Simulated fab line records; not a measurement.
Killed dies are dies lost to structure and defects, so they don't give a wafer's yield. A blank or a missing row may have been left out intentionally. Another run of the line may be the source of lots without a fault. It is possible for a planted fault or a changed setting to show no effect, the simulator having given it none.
fab line records	flow sky130
record lots=5	wafers=15	last_day=51
route steps=708 shown VIA1@467 METAL2@483 VIA2@507 PAD_OPEN@708
lots untouched by any fault: they come from a run of this same line in which no faults occurred
start_h: start of the lot's first displayed wafer, in hours after the record's first day	wait_h: how many hours have passed since the lot's step before this one	" unchanged from the row above	L1.1+2: a row that stands for several wafers	- no value present, or no start provided	* or withheld: withheld	< > ~ a bound
route shown NAME@n: names a module that has steps shown in the file, with the first one's number in the route	usual: mean/standard deviation of fault-free wafers	same: alike in all rows	chamber/n: place in a boat	sites: the reading at each site	_std_site: their standard deviation	_edge_site: the outer-site mean with the inner-site mean subtracted	radius_mm: how far each site lies from the wafer's centre	mask NAME#n: copy n	behind: the most recent tool/chamber to have shaped the wafer	hold: why the lot was held/for how many hours/how that ended	device: transistor that didn't switch, given as n, p or np	end of line: the tests these same wafers got at the end of their route	step lacking rows: just its recipe	killed: count of dies lost to structure and defects at first sort (not the wafer's yield)	map: the dies of a wafer, with x for killed, . for not killed, _ for no die there
set.NAME: setting as actually run; set.NAME@STEP: the setting as run at that earlier step	model.NAME: the simulator's own value behind a step, which no gauge read
lots at some steps of the route; a table a step, a row a wafer
services: when a tool's chamber went out of use (start_h, in hours from the record's first day, below 0 if earlier), for how many hours, and the reason
## steps
# step SKY_VIA1_EXPOSE_09
# recipe mask_id=VIM	na=0.8	source_shape=annular	sigma_inner=0.55	sigma_outer=0.85	target_cd_nm=150	dose_mj=38
# step SKY_VIA1_PEB_10
# recipe peb_temp_c=withheld	peb_time_s=withheld	resist=KrF-thick
# step SKY_VIA1_DEVELOP_11
# recipe develop_time_s=60	resist=KrF-thick	dev_temp_c=21
# step SKY_VIA1_CD_MEAS_12
# recipe target_cd_nm=150
# usual cd_nm=150.6/1.7
lot.wafer	tool	chamber	start_h	wait_h	cd_nm
L814.2	cd_sem-01	-	802.51	-	147.9
L814.4	"	-	"	"	148.2
L814.6	"	-	"	"	147.2
L824.1	cd_sem-02	-	883.69	-	150.9
L824.2	"	-	"	"	148.7
L824.6	"	-	"	"	152.6
L832.2	cd_sem-01	-	935.52	-	155.2
L832.4	"	-	"	"	154.2
L832.5	"	-	"	"	154.3
L833.1	cd_sem-01	-	947.95	-	147.7
L833.3	"	-	"	"	147.8
L833.6	"	-	"	"	149.0
L835.2	cd_sem-02	-	984.11	-	151.3
L835.4	"	-	"	"	150.8
L835.5	"	-	"	"	152.9
# step SKY_VIA1_OVL_MEAS_13
# usual VIA1_OVL=-2/5.8
lot.wafer	tool	chamber	start_h	wait_h	VIA1_OVL[nm]
L814.2	overlay-02	-	802.61	0.1	-3
L814.4	"	-	"	"	-6
L814.6	"	-	"	"	-1
L824.1	overlay-01	-	883.81	0.1	3
L824.2	"	-	"	"	3
L824.6	"	-	"	"	-9
L832.2	overlay-02	-	935.63	0.1	0
L832.4	"	-	"	"	0
L832.5	"	-	"	"	4
L833.1	overlay-02	-	948.07	0.1	6
L833.3	"	-	"	"	7
L833.6	"	-	"	"	17
L835.2	overlay-01	-	984.21	0.1	8
L835.4	"	-	"	"	8
L835.5	"	-	"	"	6
# step SKY_VIA1_ETCH_14
# recipe chemistry=N2/H2	target=BARC	ion_energy_ev=200	source_w=500	bias_w=100	pressure_mtorr=30	n2_flow_sccm=100	h2_flow_sccm=200	stop_on=SiO2	time_s=45.9	target_depth_a=600
# step SKY_VIA1_ETCH_15
# recipe target=SiO2	chemistry=C4F8/O2/Ar	target_depth_nm=351	stop_on=TiN	mask_material=KrF-thick	source_w=1500	bias_w=1200	pressure_mtorr=40	c4f8_flow_sccm=withheld	O2_flow_sccm=6	Ar_flow_sccm=300	time_s=54
# usual oes_product_au=0.982/0.006
lot.wafer	tool	chamber	start_h	wait_h	oes_product_au	rf_hours_counter_h
L814.2	rie_diel-02	0	802.69	0.0	0.988	3
L814.4	"	3	"	"	0.986	1
L814.6	"	3	"	"	0.988	-
L824.1	rie_diel-03	3	883.89	0.0	0.977	3
L824.2	"	1	"	"	0.991	12
L824.6	"	2	"	"	0.974	-
L832.2	rie_diel-02	3	935.70	0.0	0.988	4
L832.4	"	1	"	"	0.974	7
L832.5	"	2	"	"	0.983	-
L833.1	rie_diel-02	0	948.15	0.0	0.976	8
L833.3	"	2	"	"	0.984	5
L833.6	"	3	"	"	0.976	-
L835.2	rie_diel-02	2	984.29	0.0	0.981	6
L835.4	"	3	"	"	0.987	-
L835.5	"	1	"	"	0.984	-
# step SKY_VIA1_STRIP_16
# recipe chemistry=O2/N2	power_w=1400	pressure_mtorr=1500	platen_temp_c=withheld	o2_flow_sccm=3000	n2_flow_sccm=300	overash_fraction=0.5
# step SKY_VIA1_STRIP_17
# recipe chemistry=post_etch_residue_remover	time_s=1200	temp_c=72.5
# step SKY_VIA1_CLEAN_18
# recipe chemistry=IPA	time_s=180	temp_c=25
# step SKY_VIA1_CLEAN_19
# recipe chemistry=O3/DIW	dry=n2_spin
# step SKY_VIA1_SPUTTER_20
# recipe material=TiN	target_thk_nm=20	chamber_pressure_pa=5	power_w=4000	time_s=80
# step SKY_VIA1_CVD_21
# recipe material=W	target_thk_nm=270	time_s=80.902	temp_c=400	pressure_torr=40
# usual heater_power_w=831/49
lot.wafer	tool	chamber	start_h	wait_h	heater_power_w
L814.2	cvd_w-01	0	803.38	0.0	776
L814.4	"	0	"	"	771
L814.6	"	0	"	"	791
L824.1	cvd_w-01	1	884.59	0.0	875
L824.2	"	0	"	"	764
L824.6	"	0	"	"	759
L832.2	cvd_w-01	1	936.40	0.0	874
L832.4	"	0	"	"	750
L832.5	"	1	"	"	856
L833.1	cvd_w-02	1	948.85	0.0	841
L833.3	"	0	"	"	806
L833.6	"	1	"	"	838
L835.2	cvd_w-01	0	985.02	0.0	775
L835.4	"	1	"	"	878
L835.5	"	1	"	"	874
# step SKY_VIA1_RS_MEAS_22
# recipe thk_meas_gauge=four-point-probe	reads=W_of_VIA1_CVD_21+TiN_of_VIA1_SPUTTER_20
# usual VIA1_W_RS=0.428/0.0052
lot.wafer	tool	chamber	start_h	wait_h	VIA1_W_RS[ohm/sq]
L814.2	film_metro-03	-	803.50	0.1	0.424
L814.4	"	-	"	"	0.424
L814.6	"	-	"	"	0.423
L824.1	film_metro-02	-	884.68	0.1	0.424
L824.2	"	-	"	"	0.431
L824.6	"	-	"	"	0.429
L832.2	film_metro-03	-	936.51	0.1	0.431
L832.4	"	-	"	"	0.428
L832.5	"	-	"	"	0.431
L833.1	film_metro-02	-	948.94	0.1	0.418
L833.3	"	-	"	"	0.431
L833.6	"	-	"	"	0.421
L835.2	film_metro-02	-	985.14	0.1	0.419
L835.4	"	-	"	"	0.418
L835.5	"	-	"	"	0.419
# step SKY_VIA1_THK_MEAS_23
# recipe thk_meas_gauge=xrf	reads=W_of_VIA1_CVD_21
# usual VIA1_W_THK=267/3.7
lot.wafer	tool	chamber	start_h	wait_h	VIA1_W_THK[nm]
L814.2	film_metro-03	-	803.61	0.1	269
L814.4	"	-	"	"	269
L814.6	"	-	"	"	271
L824.1	film_metro-02	-	884.80	0.1	267
L824.2	"	-	"	"	264
L824.6	"	-	"	"	263
L832.2	film_metro-03	-	936.62	0.1	265
L832.4	"	-	"	"	266
L832.5	"	-	"	"	264
L833.1	film_metro-02	-	949.06	0.1	275
L833.3	"	-	"	"	266
L833.6	"	-	"	"	271
L835.2	film_metro-02	-	985.25	0.1	272
L835.4	"	-	"	"	274
L835.5	"	-	"	"	274
# step SKY_VIA1_CMP_24
# recipe stop_on=SiO2	t_overpolish_s=15	down_force_psi=3.5	platen_rpm=60	target_thk_nm=0	pad_velocity_m_s=0.94248
# step SKY_METAL2_SPUTTER_00
# recipe material=Ti	target_thk_nm=15	power_w=3000	time_s=10	chamber_pressure_pa=0.4
# usual throttle_valve_pct=30.3/0.85
lot.wafer	tool	chamber	start_h	wait_h	throttle_valve_pct
L814.2	pvd_sputter-03	-	804.00	0.2	29.1
L814.4	"	-	"	"	29.7
L814.6	"	-	"	"	30.7
L824.1	pvd_sputter-03	-	885.29	0.1	29.7
L824.2	"	-	"	"	29.2
L824.6	"	-	"	"	30.4
L832.2	pvd_sputter-04	-	937.41	0.1	29.7
L832.4	"	-	"	"	28.8
L832.5	"	-	"	"	30.3
L833.1	pvd_sputter-01	-	949.42	0.2	29.7
L833.3	"	-	"	"	31.1
L833.6	"	-	"	"	30.9
L835.2	pvd_sputter-03	-	985.60	0.1	30.8
L835.4	"	-	"	"	30.0
L835.5	"	-	"	"	31.0
# step SKY_METAL2_SPUTTER_01
# recipe material=TiN	target_thk_nm=20	power_w=6500	time_s=16.7	chamber_pressure_pa=0.4
# step SKY_METAL2_SPUTTER_02
# recipe material=AlCu	target_thk_nm=250	power_w=10600	time_s=13.3	chamber_pressure_pa=0.4
# step SKY_METAL2_SPUTTER_03
# recipe material=Ti	target_thk_nm=5	power_w=3000	time_s=3.3	chamber_pressure_pa=0.4
# step SKY_METAL2_SPUTTER_04
# recipe material=TiN	target_thk_nm=70	power_w=6500	time_s=58.3	chamber_pressure_pa=0.4
# step SKY_METAL2_RS_MEAS_05
# recipe thk_meas_gauge=four-point-probe	reads=TiN_of_METAL2_SPUTTER_04+Ti_of_METAL2_SPUTTER_03+AlCu_of_METAL2_SPUTTER_02+TiN_of_METAL2_SPUTTER_01+Ti_of_METAL2_SPUTTER_00
# usual METAL2_ALCU_RS=0.1266/0.0017
lot.wafer	tool	chamber	start_h	wait_h	METAL2_ALCU_RS[ohm/sq]
L814.2	film_metro-04	-	804.16	0.0	0.1247
L814.4	"	-	"	"	0.1244
L814.6	"	-	"	"	0.1252
L824.1	film_metro-04	-	885.43	0.0	0.1278
L824.2	"	-	"	"	0.1260
L824.6	"	-	"	"	0.1261
L832.2	film_metro-01	-	937.57	0.0	0.1272
L832.4	"	-	"	"	0.1280
L832.5	"	-	"	"	0.1256
L833.1	film_metro-04	-	949.56	0.0	0.1258
L833.3	"	-	"	"	0.1254
L833.6	"	-	"	"	0.1248
L835.2	film_metro-01	-	985.75	0.0	0.1260
L835.4	"	-	"	"	0.1255
L835.5	"	-	"	"	0.1260
# step SKY_METAL2_THK_MEAS_06
# recipe thk_meas_gauge=xrf	reads=AlCu_of_METAL2_SPUTTER_02
# usual METAL2_ALCU_THK=251/3.2
lot.wafer	tool	chamber	start_h	wait_h	METAL2_ALCU_THK[nm]
L814.2	film_metro-04	-	804.27	0.1	255
L814.4	"	-	"	"	254
L814.6	"	-	"	"	255
L824.1	film_metro-04	-	885.55	0.1	250
L824.2	"	-	"	"	253
L824.6	"	-	"	"	254
L832.2	film_metro-01	-	937.68	0.1	250
L832.4	"	-	"	"	247
L832.5	"	-	"	"	255
L833.1	film_metro-04	-	949.68	0.1	254
L833.3	"	-	"	"	253
L833.6	"	-	"	"	254
L835.2	film_metro-01	-	985.86	0.1	252
L835.4	"	-	"	"	253
L835.5	"	-	"	"	255
# step SKY_METAL2_DEHYDRATE_07
# recipe temp_c=200	time_s=60
# step SKY_METAL2_HMDS_08
# recipe prime_time_s=60	prime_temp_c=120
# step SKY_METAL2_COAT_09
# recipe resist=BARC	temp_c=withheld	time_s=withheld	spin_rpm=3000	resist_thk_nm=60
# step SKY_METAL2_COAT_10
# recipe resist=KrF-thick	spin_rpm=3000	resist_thk_nm=450
# step SKY_METAL2_SOFTBAKE_11
# recipe temp_c=100	time_s=90	resist=KrF-thick
# step SKY_METAL2_EXPOSE_12
# recipe mask_id=MM2	na=0.8	source_shape=annular	sigma_inner=0.55	sigma_outer=0.85	target_cd_nm=140	dose_mj=28
# step SKY_METAL2_PEB_13
# recipe peb_temp_c=withheld	peb_time_s=withheld	resist=KrF-thick
# step SKY_METAL2_DEVELOP_14
# recipe develop_time_s=60	resist=KrF-thick	dev_temp_c=21
# step SKY_METAL2_CD_MEAS_15
# recipe target_cd_nm=140
# usual cd_nm=140.2/1.6
lot.wafer	tool	chamber	start_h	wait_h	cd_nm
L814.2	cd_sem-01	-	830.02	-	140.0
L814.4	"	-	"	"	139.9
L814.6	"	-	"	"	139.5
L824.1	cd_sem-01	-	910.80	-	141.6
L824.2	"	-	"	"	140.4
L824.6	"	-	"	"	140.6
L832.2	cd_sem-02	-	961.32	-	142.8
L832.4	"	-	"	"	141.6
L832.5	"	-	"	"	141.6
L833.1	cd_sem-01	-	973.59	-	138.2
L833.3	"	-	"	"	137.6
L833.6	"	-	"	"	136.0
L835.2	cd_sem-01	-	1008.87	-	139.1
L835.4	"	-	"	"	138.9
L835.5	"	-	"	"	140.2
# step SKY_METAL2_OVL_MEAS_16
# usual METAL2_OVL=0/5.5
lot.wafer	tool	chamber	start_h	wait_h	METAL2_OVL[nm]
L814.2	overlay-02	-	830.13	0.1	-12
L814.4	"	-	"	"	-7
L814.6	"	-	"	"	-7
L824.1	overlay-01	-	910.92	0.1	0
L824.2	"	-	"	"	-15
L824.6	"	-	"	"	-9
L832.2	overlay-01	-	961.42	0.1	3
L832.4	"	-	"	"	-1
L832.5	"	-	"	"	2
L833.1	overlay-02	-	973.71	0.1	1
L833.3	"	-	"	"	1
L833.6	"	-	"	"	6
L835.2	overlay-02	-	1008.98	0.1	-6
L835.4	"	-	"	"	-2
L835.5	"	-	"	"	-1
# step SKY_METAL2_DESCUM_17
# recipe chemistry=O2	source_power_w=150	bias_power_w=0	pressure_mtorr=10	temp_c=40	time_s=8
# usual drypump_motor_current_A=5.9/0.54	oes_product_au=0.994/0.0092	temp_c=40.02/0.11
lot.wafer	tool	chamber	start_h	wait_h	drypump_motor_current_A	oes_product_au	rf_hours_counter_h	temp_c
L814.2	rie_metal-02	0	830.17	0.0	5.9	1.006	-	40.07
L814.4	"	0	"	"	5.9	1.001	-	40.08
L814.6	"	0	"	"	5.9	1.008	-	40.12
L824.1	rie_metal-02	1	910.96	0.0	6.0	0.995	3	40.02
L824.2	"	0	"	"	5.9	0.981	15	40.07
L824.6	"	0	"	"	5.9	0.987	-	39.98
L832.2	rie_metal-04	1	961.45	0.0	6.2	1.003	11	39.95
L832.4	"	0	"	"	6.7	0.998	-	40.05
L832.5	"	0	"	"	6.7	0.990	-	40.03
L833.1	rie_metal-03	1	973.74	0.0	4.8	0.975	15	39.92
L833.3	"	0	"	"	6.0	0.995	-	40.16
L833.6	"	1	"	"	4.8	0.969	-	40.05
L835.2	rie_metal-02	1	1009.01	0.0	6.0	0.998	9	39.95
L835.4	"	1	"	"	6.0	0.988	-	40.07
L835.5	"	0	"	"	5.9	1.008	-	39.87
# step SKY_METAL2_ETCH_18
# recipe chemistry=N2/H2	target=BARC	ion_energy_ev=200	bias_w=100	pressure_mtorr=30	n2_flow_sccm=100	h2_flow_sccm=200	icp_w=500	stop_on=SiO2	time_s=45.9	target_depth_a=600
# usual drypump_motor_current_A=5.9/0.54	oes_product_au=0.854/0.0051	throttle_valve_pct=13.225/0.0092
lot.wafer	tool	chamber	start_h	wait_h	drypump_motor_current_A	oes_product_au	rf_hours_counter_h	throttle_valve_pct
L814.2	rie_metal-02	0	830.24	0.1	5.9	0.847	-	13.225
L814.4	"	0	"	"	5.8	0.861	-	13.227
L814.6	"	0	"	"	5.8	0.855	-	13.234
L824.1	rie_metal-02	1	910.99	0.0	6.0	0.854	3	13.228
L824.2	"	0	"	"	5.8	0.851	15	13.218
L824.6	"	0	"	"	5.8	0.852	-	13.222
L832.2	rie_metal-04	1	961.48	0.0	6.2	0.860	11	13.223
L832.4	"	0	"	"	6.7	0.864	-	13.228
L832.5	"	0	"	"	6.7	0.856	-	13.222
L833.1	rie_metal-03	1	973.78	0.0	4.9	0.865	15	13.231
L833.3	"	0	"	"	6.0	0.847	-	13.232
L833.6	"	1	"	"	4.9	0.859	-	13.226
L835.2	rie_metal-02	1	1009.04	0.0	6.0	0.862	9	13.223
L835.4	"	1	"	"	6.0	0.859	-	13.232
L835.5	"	0	"	"	5.8	0.860	-	13.218
# step SKY_METAL2_METAL_ETCH_19
# recipe target_depth_a=3600	stop_on=SiO2	over_etch_frac=0.3	time_s=78	chemistry=Cl2/BCl3	resist_sidewall_deg=88	pressure_mtorr=10	icp_w=900	bias_w=48.5	Cl2_flow_sccm=60	bcl3_flow_sccm=30
# step SKY_METAL2_STRIP_20
# recipe chemistry=O2/N2	power_w=1400	pressure_mtorr=1500	platen_temp_c=withheld	o2_flow_sccm=3000	n2_flow_sccm=300	overash_fraction=0.5
# usual drypump_motor_current_A=5.5/0.33	oes_product_au=0.343/0.0049	strip_time_to_endpoint_s=2.71/0.045
lot.wafer	tool	chamber	start_h	wait_h	drypump_motor_current_A	oes_product_au	rf_hours_counter_h	strip_time_to_endpoint_s
L814.2	plasma_asher-04	0	830.53	0.1	5.2	0.345	38	2.73
L814.4	"	0	"	"	5.3	0.341	-	2.66
L814.6	"	0	"	"	5.2	0.353	-	2.68
L824.1	plasma_asher-01	1	911.14	0.1	6.1	0.345	80	2.70
L824.2	"	0	"	"	5.3	0.344	80	2.74
L824.6	"	0	"	"	5.3	0.354	-	2.73
L832.2	plasma_asher-04	0	961.64	0.1	5.2	0.338	50	2.64
L832.4	"	1	"	"	5.1	0.342	-	2.70
L832.5	"	0	"	"	5.2	0.341	-	2.71
L833.1	plasma_asher-03	0	973.93	0.1	5.7	0.344	114	2.82
L833.3	"	1	"	"	5.6	0.339	-	2.67
L833.6	"	0	"	"	5.7	0.353	-	2.79
L835.2	plasma_asher-04	0	1009.19	0.1	5.3	0.354	55	2.77
L835.4	"	0	"	"	5.2	0.344	-	2.77
L835.5	"	0	"	"	5.2	0.342	-	2.75
# step SKY_METAL2_STRIP_21
# recipe chemistry=post_etch_residue_remover	time_s=1200	temp_c=72.5
# step SKY_METAL2_CLEAN_22
# recipe chemistry=IPA	time_s=180	temp_c=25
# step SKY_METAL2_CLEAN_23
# recipe chemistry=O3/DIW	dry=n2_spin
# step SKY_VIA2_HDPCVD_00
# recipe material=SiO2	target_thk_nm=1180	sigma_open_frac=0.3	time_s=196.7	temp_c=400	sih4_flow_sccm=60	pressure_mtorr=6
# step SKY_VIA2_THK_MEAS_01
# recipe reads=SiO2_of_VIA2_HDPCVD_00
# usual VIA2_HDPCVD_THK=1169/15
lot.wafer	tool	chamber	start_h	wait_h	VIA2_HDPCVD_THK[nm]
L814.2	film_metro-04	-	831.26	0.1	1140
L814.4	"	-	"	"	1161
L814.6	"	-	"	"	1168
L824.1	film_metro-02	-	911.96	0.1	1148
L824.2	"	-	"	"	1149
L824.6	"	-	"	"	1158
L832.2	film_metro-01	-	962.37	0.1	1163
L832.4	"	-	"	"	1186
L832.5	"	-	"	"	1173
L833.1	film_metro-02	-	974.68	0.1	1165
L833.3	"	-	"	"	1171
L833.6	"	-	"	"	1166
L835.2	film_metro-01	-	1009.92	0.1	1190
L835.4	"	-	"	"	1179
L835.5	"	-	"	"	1188
# step SKY_PAD_OPEN_PROBE_99
# usual defect_limited_yield=82.6/1.8	killed_at_M0_to_M3=43/6.5	killed_at_M4_up=3.1/1.8	killed_at_contacts=24/5.6	killed_at_front_end=15/4.2	killed_at_other=0.3/0.5	killed_dies=86/8.9	killed_open=47/6.9	killed_short=39/5.9	sort_bin_3_pad_short=0.9/0.39	sort_bin_5_function=10.4/1.6	sort_bin_6_memory=6.2/1	sort_n_pass=406/8.9	sort_yield_pct=82.6/1.8
# same gross_dies=492	killed_at_back_side=0	sort_bin_4_leakage[%]=0	sort_bin_8_speed[%]=0
lot.wafer	tool	chamber	start_h	wait_h	defect_limited_yield[%]	killed_at_M0_to_M3	killed_at_M4_up	killed_at_contacts	killed_at_front_end	killed_at_other	killed_dies	killed_open	killed_short	sort_bin_3_pad_short[%]	sort_bin_5_function[%]	sort_bin_6_memory[%]	sort_n_pass	sort_yield_pct[%]	model.etest.tester.sort_n_pass	model.etest.tester.sort_yield_pct	model.etest.tester.sort_bin_5_pct	model.etest.tester.sort_bin_3_pct
L814.2	prober-01	-	1082.90	0.1	83.5	42	4	19	16	0	81	42	39	0.6	8.5	7.3	411	83.5	411	83.54	8.537	0.6098
L814.4	prober-01	-	1083.00	0.2	82.1	41	3	21	23	0	88	47	41	1.2	12.2	4.5	404	82.1	404	82.11	12.2	1.22
L814.6	prober-01	-	1083.10	0.2	78.3	54	0	33	19	1	107	58	49	1.8	13.2	6.7	385	78.3	385	78.25	13.21	1.829
L824.1	prober-02	-	1145.28	0.1	83.3	33	5	24	19	1	82	46	36	0.8	10.4	5.5	410	83.3	410	83.33	10.37	0.813
L824.2	prober-02	-	1145.33	0.1	78.3	75	5	18	9	0	107	37	40	4.3	12.8	4.7	385	78.3	385	78.25	12.8	4.268
L824.6	prober-02	-	1145.53	0.2	78.0	69	2	24	13	0	108	42	33	2.8	13.6	5.5	384	78.0	384	78.05	13.62	2.846
L832.2	prober-02	-	1180.51	0.1	84.8	37	2	19	16	1	75	40	35	0	9.1	6.1	417	84.8	417	84.76	9.146	0
L832.4	prober-02	-	1180.61	0.2	80.7	52	3	28	12	0	95	55	40	1.0	13.0	5.3	397	80.7	397	80.69	13.01	1.016
L832.5	prober-02	-	1180.66	0.2	80.9	57	2	20	15	0	94	64	30	0.6	10.6	7.9	398	80.9	398	80.89	10.57	0.6098
L833.1	prober-01	-	1189.41	0.1	82.3	42	4	30	9	2	87	56	31	1.0	8.9	7.7	405	82.3	405	82.32	8.943	1.016
L833.3	prober-01	-	1189.51	0.2	81.9	42	5	29	13	0	89	50	39	0.8	9.8	7.5	403	81.9	403	81.91	9.756	0.813
L833.6	prober-01	-	1189.66	0.2	82.3	48	3	17	19	0	87	50	37	0.4	9.8	7.5	405	82.3	405	82.32	9.756	0.4065
L835.2	prober-02	-	1212.08	0.1	81.9	44	1	21	23	0	89	59	30	0.8	8.3	8.9	403	81.9	403	81.91	8.333	0.813
L835.4	prober-02	-	1212.18	0.2	82.5	41	2	26	17	0	86	40	46	1.2	11.0	5.3	406	82.5	406	82.52	10.98	1.22
L835.5	prober-02	-	1212.23	0.2	80.3	44	1	36	15	1	97	52	45	0.8	12.8	6.1	395	80.3	395	80.28	12.8	0.813
# killed by level:class
L814.2 VIA1:geometric_particle:open=10 CONTACT:geometric_particle:open=8 VIA2:geometric_particle:open=7 VIA1:geometric_particle:short=6 METAL2:geometric_particle:short=6 FIELD_ISO:geometric_particle:short=4 METAL1:geometric_particle:short=4 FIELD_ISO:geometric_particle:open=3
L814.4 LI_CONTACT:geometric_particle:open=9 VIA1:geometric_particle:short=9 VIA1:geometric_particle:open=9 FIELD_ISO:geometric_particle:short=8 CONTACT:geometric_particle:open=6 VIA2:geometric_particle:open=5 FIELD_ISO:geometric_particle:open=4 LOCAL_INTERCONNECT:geometric_particle:short=4
L814.6 VIA1:geometric_particle:open=11 LI_CONTACT:geometric_particle:open=11 METAL2:geometric_particle:short=9 CONTACT:geometric_particle:open=9 CONTACT:geometric_particle:short=8 VIA2:geometric_particle:open=8 FIELD_ISO:geometric_particle:open=6 METAL1:geometric_particle:short=6
L824.1 VIA1:geometric_particle:open=9 CONTACT:geometric_particle:open=9 METAL2:geometric_particle:short=7 FIELD_ISO:geometric_particle:open=6 VIA3:geometric_particle:open=6 FIELD_ISO:geometric_particle:short=5 LI_CONTACT:geometric_particle:open=5 POLY_GATE:geometric_particle:open=4
L824.2 VIA1:unspecified=30 CONTACT:geometric_particle:open=9 VIA3:geometric_particle:open=8 METAL2:geometric_particle:short=7 VIA1:geometric_particle:open=6 VIA2:geometric_particle:open=5 METAL3:geometric_particle:short=4 VIA1:geometric_particle:short=4
L824.6 VIA1:unspecified=33 VIA1:geometric_particle:open=10 CONTACT:geometric_particle:open=9 VIA2:geometric_particle:open=7 CONTACT:geometric_particle:short=6 POLY_GATE:geometric_particle:short=5 VIA3:geometric_particle:open=4 FIELD_ISO:geometric_particle:short=3
L832.2 VIA1:geometric_particle:open=7 LI_CONTACT:geometric_particle:open=6 CONTACT:geometric_particle:open=6 VIA2:geometric_particle:open=5 VIA3:geometric_particle:open=5 POLY_GATE:geometric_particle:open=4 POLY_GATE:geometric_particle:short=4 LOCAL_INTERCONNECT:geometric_particle:short=4
L832.4 CONTACT:geometric_particle:open=13 VIA1:geometric_particle:open=11 VIA1:geometric_particle:short=7 FIELD_ISO:geometric_particle:short=6 LI_CONTACT:geometric_particle:open=6 VIA3:geometric_particle:open=6 METAL1:geometric_particle:short=5 METAL2:geometric_particle:short=5
L832.5 VIA1:geometric_particle:open=17 VIA3:geometric_particle:open=13 CONTACT:geometric_particle:open=10 VIA1:geometric_particle:short=7 METAL1:geometric_particle:short=6 POLY_GATE:geometric_particle:open=5 VIA2:geometric_particle:open=5 FIELD_ISO:geometric_particle:short=4
L833.1 CONTACT:geometric_particle:open=11 VIA1:geometric_particle:open=9 LI_CONTACT:geometric_particle:open=8 VIA2:geometric_particle:open=8 VIA3:geometric_particle:open=5 METAL2:geometric_particle:short=5 LOCAL_INTERCONNECT:geometric_particle:open=4 CONTACT:geometric_particle:short=4
L833.3 VIA1:geometric_particle:open=9 CONTACT:geometric_particle:open=9 VIA3:geometric_particle:open=9 LI_CONTACT:geometric_particle:open=8 POLY_GATE:geometric_particle:short=5 LOCAL_INTERCONNECT:geometric_particle:short=5 FIELD_ISO:geometric_particle:open=4 VIA2:geometric_particle:open=4
L833.6 VIA1:geometric_particle:open=11 POLY_GATE:geometric_particle:open=9 VIA2:geometric_particle:open=8 METAL2:geometric_particle:short=7 LI_CONTACT:geometric_particle:open=5 CONTACT:geometric_particle:open=5 VIA3:geometric_particle:open=5 POLY_GATE:geometric_particle:short=4
L835.2 CONTACT:geometric_particle:open=13 VIA2:geometric_particle:open=8 VIA1:geometric_particle:open=7 VIA3:geometric_particle:open=7 FIELD_ISO:geometric_particle:open=5 FIELD_ISO:geometric_particle:short=5 LI_CONTACT:geometric_particle:open=5 METAL1:geometric_particle:short=4
L835.4 CONTACT:geometric_particle:open=13 POLY_GATE:geometric_particle:short=6 VIA2:geometric_particle:short=6 VIA1:geometric_particle:open=6 VIA3:geometric_particle:open=5 METAL1:geometric_particle:short=5 VIA1:geometric_particle:short=5 VIA2:geometric_particle:open=5
L835.5 CONTACT:geometric_particle:open=12 METAL1:geometric_particle:short=9 METAL2:geometric_particle:short=8 LI_CONTACT:geometric_particle:open=8 CONTACT:geometric_particle:short=8 VIA1:geometric_particle:open=8 POLY_GATE:geometric_particle:short=6 POLY_GATE:geometric_particle:open=6
# map L824.6 (x killed, . not)
__________........x._________
________x..x.........._______
______xx.x...........x.._____
_____..xxx..........x....____
____..x................x..___
___......x..x..............__
__........x...x..x........xx_
_...x....x..............xxxxx
_.........x...x...x.....xxxxx
_.x...x.x........xx....xxxxxx
_.....x.....x...........xxxxx
_.......x.xxx......x.x..x.xxx
_.x............xx......x.x.xx
_..x...xx...x.....x.x.xx..xx.
_......xx...........x....x...
__............x.x......x...._
___.x.........x.x...xx.....__
____...x................x.___
_____............x.......____
______xx..xx...x.x...x.._____
________.xx...x...x.x._______
__________........x._________
# map L835.5 (x killed, . not)
__________x..xx.x..._________
________..x.x..x......_______
______......x..x...x...x_____
_____xx..x........x.....x____
____..........x..x.......x___
___x.x...x...xx.x..........__
__...x....x...x............._
_.............xx.............
_.......x...x..x..x..x.....x.
_.....x.x.....x..............
_....x......x.......x.x....x.
_.......x.x.x.........x.xx...
_..x...........xx.x.xxxx.....
_.x.x..x...........x.........
_.......x.......x......x..x.x
__...................xxx..x._
___.xx.....x.........x.....__
____.....x.x..x.x..x......___
_____.....x.....x.x.x...x____
______...xx..x...xxx...._____
________.......x.xx..x_______
__________...x...x.._________
## services
tool	chamber	start_h	hours	kind
rie_metal-03	0	784.91	6.7	repair
rie_metal-04	-	786.14	4.3	pm
rie_diel-02	2	787.87	7.6	repair
rie_diel-03	1	788.88	2.7	repair
plasma_asher-03	-	803.68	15.6	repair
rie_diel-02	0	811.91	2.8	repair
pvd_sputter-01	-	863.33	0.8	repair
plasma_asher-04	-	863.65	2.8	pm
cvd_w-02	1	865.42	2.9	repair
rie_metal-04	-	874.29	0.3	repair
rie_diel-03	2	880.46	2.4	repair
cvd_w-01	1	888.85	3.1	repair
plasma_asher-03	-	890.27	4.5	repair
rie_metal-04	-	896.08	1.0	repair
plasma_asher-03	-	903.29	0.5	repair
cvd_w-02	-	904.00	14.0	pm
rie_diel-02	-	911.60	2.8	pm
rie_metal-03	0	913.10	4.9	repair
rie_diel-03	-	923.75	27.5	repair
plasma_asher-03	-	925.76	0.8	repair
plasma_asher-04	-	938.18	7.6	repair
plasma_asher-01	-	939.41	0.7	repair
rie_metal-04	-	954.57	1.4	pm
rie_diel-02	0	983.98	4.4	repair
## key
first_sign step=SKY_PAD_OPEN_PROBE_99	reading=sort_bin_3_pad_short	direction=up	sigmas=7	usual=0.9	struck=3.6
effect step=SKY_PAD_OPEN_PROBE_99	reading=killed_at_M0_to_M3	direction=up	sigmas=4.4	usual=43	struck=72
model_effect step=SKY_PAD_OPEN_PROBE_99	value=etest.tester.sort_n_pass	without=410.5	struck=384.5
met_at SKY_VIA1_CVD_21
struck_wafers L824.2,L824.6
onset_between 803.38 884.59
fault kind=chamber_particle_source	tool=cvd_w-01	chamber=0	onset_h=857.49	steps=SKY_VIA1_CVD_21	rate_per_visit_cm2=1.7214	end_h=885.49
